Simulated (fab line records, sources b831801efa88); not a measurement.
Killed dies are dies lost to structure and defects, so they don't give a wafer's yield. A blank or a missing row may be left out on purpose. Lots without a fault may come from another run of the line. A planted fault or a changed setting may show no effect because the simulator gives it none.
A struck lot beside a sound one | flow sky130 | 16 steps out of a route of 708
Sound: wafers L639.1, L639.4, L639.5. Struck: wafers L653.2, L653.3, L653.6. The cause comes at the end.
At each step with rows: each side's tool, then ch and its chambers, then its first start. Under that, the readings that differ: sound wafers | struck wafers | difference of the means | sigmas: that difference in standard deviations of wafers without a fault.
alike: readings whose means differ by less than 2 such deviations, and words and numbers that are the same on both sides. not compared: withheld readings, readings that some wafer has no value for, bounds like >300 that may hide the same value, and numbers for which the record gives no deviation and whose values overlap.
The two part at a step that has a row with sigmas, a row that says differs or no value, or rows on one side only. Numbers that don't overlap but have no deviation are shown without sigmas and don't part them. A reading that every wafer of one side lacks parts them only if that side has two wafers or more.

SKY_GATE_OXIDE_TW_MEAS_14:
  sound on film_metro-02, day 14 02:53; struck on film_metro-03, day 19 07:46
  alike: GATE_OXIDE_TW
then, 3 steps without rows for these wafers: SKY_GATE_OXIDE_CLEAN_15 (cleans in SC1/SC2, time 150 s); SKY_GATE_OXIDE_OXIDATION_16 (stabilise 600 s, purge 300 s, target thk 3.57 nm); SKY_POLY_GATE_CVD_00 (deposits poly-Si, target thk 180 nm, time 720 s).
SKY_POLY_GATE_THK_MEAS_01:
  sound on film_metro-03, day 14 05:55; struck on film_metro-01, day 19 10:36
  reading                   | sound             | struck            | difference | sigmas
  POLY_GATE_CVD_00_THK (nm) | 179.7 178.5 178.3 | 175.2 175.0 173.9 | -4.1       | -2
then, 7 steps without rows for these wafers: SKY_RES_PROTECT_DEHYDRATE_00 (time 60 s); SKY_RES_PROTECT_HMDS_01 (prime time 60 s); SKY_RES_PROTECT_COAT_02 (resist thk 1140 nm); SKY_RES_PROTECT_SOFTBAKE_03 (time 60 s); SKY_RES_PROTECT_EXPOSE_04 (exposes mask RPM, target cd 1270 nm); SKY_RES_PROTECT_PEB_05; SKY_RES_PROTECT_DEVELOP_06 (develop time 60 s).
SKY_POLY_GATE_IMPLANT_02:
  sound on implanter-02 ch 0, day 15 08:27; struck on implanter-01 ch 0, day 20 17:20
  reading       | sound                        | struck                        | difference | sigmas
  dose_ions_cm2 | 7.69e+15 7.692e+15 7.688e+15 | 6.305e+15 6.304e+15 6.295e+15 | -1.389e+15 | -99 or more
SKY_RES_PROTECT_STRIP_07: strips in O2/N2.
  sound on plasma_asher-01 ch 0,1, day 15 08:36; struck on plasma_asher-01 ch 0,1, day 20 17:27
  reading                      | sound             | struck            | difference | sigmas
  oes_product_au (a.u.)        | 0.509 0.515 0.516 | 0.534 0.531 0.532 | +0.019     | +5
  strip_time_to_endpoint_s (s) | 23.30 23.29 23.30 | 22.53 22.53 22.48 | -0.78      | -19
  alike: drypump_motor_current_A
  not compared: rf_hours_counter_h
SKY_RES_PROTECT_TW_MEAS_08:
  sound on film_metro-04, day 15 08:42; struck on film_metro-02, day 20 17:34
  alike: POLY_GATE_TW
-- the record jumps here: 29 days lie between the struck wafers' starts before and after (it left off in module RES_PROTECT and takes up again in module PAD_OPEN, whose first step shown is number 708 of the route) --
SKY_PAD_OPEN_PROBE_99:
  sound on prober-01, day 45 21:14; struck on prober-02, day 49 09:49
  reading                          | sound             | struck            | difference | sigmas
  model.etest.res_poly.line_ohm_um | 517.2 498.8 529.6 | 609.4 613.5 605.2 | +94.2      |
  model.etest.licon_poly.rc_ohm    | 153 147.4 151.2   | 191.8 188.7 186.9 | +38.6      |
  model.etest.res_poly.rs_ohm_sq   | 48.29 48.24 49.76 | 57.48 57.37 57    | +8.52      |
  alike: killed_at_M0_to_M3, killed_at_M4_up, killed_at_contacts, killed_at_front_end, killed_at_other, killed_dies, killed_on_rim, killed_open, killed_short

WHERE THEY PART
First at SKY_POLY_GATE_THK_MEAS_01; last, within this record, at SKY_RES_PROTECT_STRIP_07. Later steps at which nothing parts them and some readings are alike: SKY_RES_PROTECT_TW_MEAS_08, SKY_PAD_OPEN_PROBE_99.

WHY: what the simulator had put in
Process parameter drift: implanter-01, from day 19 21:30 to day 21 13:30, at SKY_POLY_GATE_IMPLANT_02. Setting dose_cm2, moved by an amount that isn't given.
